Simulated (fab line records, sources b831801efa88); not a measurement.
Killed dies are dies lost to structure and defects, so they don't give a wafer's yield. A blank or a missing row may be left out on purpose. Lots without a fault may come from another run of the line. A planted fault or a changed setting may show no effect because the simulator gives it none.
Problem report in the 8D (eight disciplines) form, filled by code | flow gf180mcu | the parts of the form that need people (team, actions taken, sign-off) are left out

1. THE PROBLEM
HV_LDD_TW at GF_HV_LDD_TW_MEAS_11 reads a mean of 2315 on 6 wafers of 2 lots; wafers without a fault read 2420 with a standard deviation of 21. That is -5.0 standard deviations from the usual mean.
First seen on wafer L721.2, day 16 12:13, on film_metro-01. The record holds 36 wafers of 12 lots with a number at this step. Rule for "out", or "out of limits": more than 4 standard deviations from the usual mean. The other wafers with a number count as sound.

2. WHAT IT IS AND WHAT IT IS NOT
question                    | is                     | is not
which readings at this step | HV_LDD_TW              | -
which lots                  | L721, L722             | L700, L701, L702, L703, L704, L705, L707, L709, L711, L719
which wafers of those lots  | all that have a number | -
read on which gauges        | film_metro-01          | film_metro-02, film_metro-03
when                        | from day 16 12:13      | up to then (30 sound wafers)

3. SUSPECTS, AND WHAT RULES EACH OUT
Counting: a tool at a process step up to the reading stays a suspect if it ran every lot that is out and no sound lot after the first of them.
- the gauge at GF_HV_LDD_TW_MEAS_11: ruled out. All the wafers that are out were read on film_metro-01, but those of them that GF_HV_LDD_IMPLANT_09 has rows for are out there too, on other tools.
- implanter-02 at GF_HV_LDD_IMPLANT_09: kept. It ran every lot that is out, first L721 (day 16 11:59), and no sound lot after that; its last sound lot up to then is L711 (day 13 13:47). Its own readings are out on those wafers: beam_energy_keV.
Left after counting: implanter-02 at GF_HV_LDD_IMPLANT_09.

4. THE CAUSE (what the simulator had put in)
Process parameter drift: implanter-02, from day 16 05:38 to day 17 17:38, at GF_HV_LDD_IMPLANT_09. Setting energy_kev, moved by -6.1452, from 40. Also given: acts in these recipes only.
Counting left only this tool.

5. THE CHAIN OF EFFECTS, in route order
Each row: a reading whose mean over the struck wafers that have a number lies more than 3 standard deviations from the usual. Only readings for which the record gives a usual standard deviation are gone through. hours: the time from each lot's start at the first step in this table that gives one to its start at this step, as a median over the lots. sigmas: the change in usual standard deviations.
hours | step                 | reading         | usual        | on struck wafers | change | sigmas
0     | GF_HV_LDD_IMPLANT_09 | beam_energy_keV | 40.001       | 33.850           | -6.151 | -99 or more
0     | GF_HV_LDD_TW_MEAS_11 | HV_LDD_TW       | 2420         | 2315             | -105   | -5.0
72    | GF_HV_LDD_RS_MEAS_53 | HV_LDD_RS       | 419.4 ohm/sq | 423.0            | +3.6   | +4.0
The process steps in it:
- GF_HV_LDD_IMPLANT_09
Later measuring or inspecting steps at which every struck wafer that the step has a row for has a number for every such reading, and none has moved that far: GF_CONTACT_BOW_MEAS_05.

6. WHAT WOULD HAVE CAUGHT IT SOONER
In this record the first reading out of limits at a measuring or inspecting step was taken at day 16 12:13, 7 hours after the fault began at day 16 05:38.
The tool's own readings at GF_HV_LDD_IMPLANT_09 were out on every struck wafer that the step has a row for (beam_energy_keV): an alarm limit on them would have fired on the first of those.
Of the lots that are out (2), L722 began GF_HV_LDD_IMPLANT_09 on implanter-02 after day 16 12:13. A hold on the tool at that time would have spared it.
